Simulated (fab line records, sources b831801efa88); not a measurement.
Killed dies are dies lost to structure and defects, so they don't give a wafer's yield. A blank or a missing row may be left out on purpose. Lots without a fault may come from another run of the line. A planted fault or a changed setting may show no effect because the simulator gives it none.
Chamber matching | flow sky130 | SKY_FIELD_ISO_ETCH_17 on rie_si-01: 4 sister chambers
The step etches Si in HBr/Cl2/O2, target depth 342 nm, time 97.7 s. 8 wafers are shown with their chamber, then 11 later ones without.

WAFERS WITH THEIR CHAMBER
wafer  | chamber | drypump_motor_current_A (A) | oes_product_au (a.u.)
L085.4 | 2       | 6.4                         | 1.013
L085.6 | 3       | 6.1                         | 0.991
L086.1 | 3       | 6.0                         | 0.983
L086.2 | 1       | 5.2                         | 1.011
L089.1 | 0       | 4.8                         | 0.993
L089.5 | 0       | 4.8                         | 0.983
L089.6 | 1       | 5.2                         | 1.009
L091.1 | 2       | 6.4                         | 1.004

WAFERS WITHOUT THEIR CHAMBER
wafer  | drypump_motor_current_A (A) | oes_product_au (a.u.)
L091.3 | 5.2                         | 1.001
L091.6 | 4.8                         | 0.997
L093.2 | 5.2                         | 1.000
L093.4 | 4.8                         | 1.004
L093.6 | 5.2                         | 1.004
L095.3 | 6.1                         | 1.004
L095.4 | 4.8                         | 0.990
L095.5 | 6.4                         | 1.010
L097.1 | 6.0                         | 0.993
L097.3 | 6.3                         | 0.999
L097.6 | 6.0                         | 0.995

WHICH CHAMBER EACH WENT THROUGH
wafer  | from the rows above | in truth
L091.3 | 1                   | 1
L091.6 | 0                   | 0
L093.2 | 1                   | 1
L093.4 | 0                   | 0
L093.6 | 1                   | 1
L095.3 | 3                   | 3
L095.4 | 0                   | 0
L095.5 | 2                   | 2
L097.1 | 3                   | 3
L097.3 | 2                   | 2
L097.6 | 3                   | 3
Placed correctly: 11 of 11. Can't be placed from these rows: 0. Placed wrongly: 0.
How it was worked out, from the rows above alone: a wafer's distance from a chamber is the root of the sum, over the readings, of the square of ((its reading less the chamber's mean) divided by the reading's scatter). The wafer belongs to the nearest chamber; if the next one is less than 2 further off, it can't be placed. A chamber's mean is the mean of its shown wafers. The scatter: the root of (the sum of the squares of (reading less its chamber's mean) over the shown wafers, divided by (wafers less chambers)).
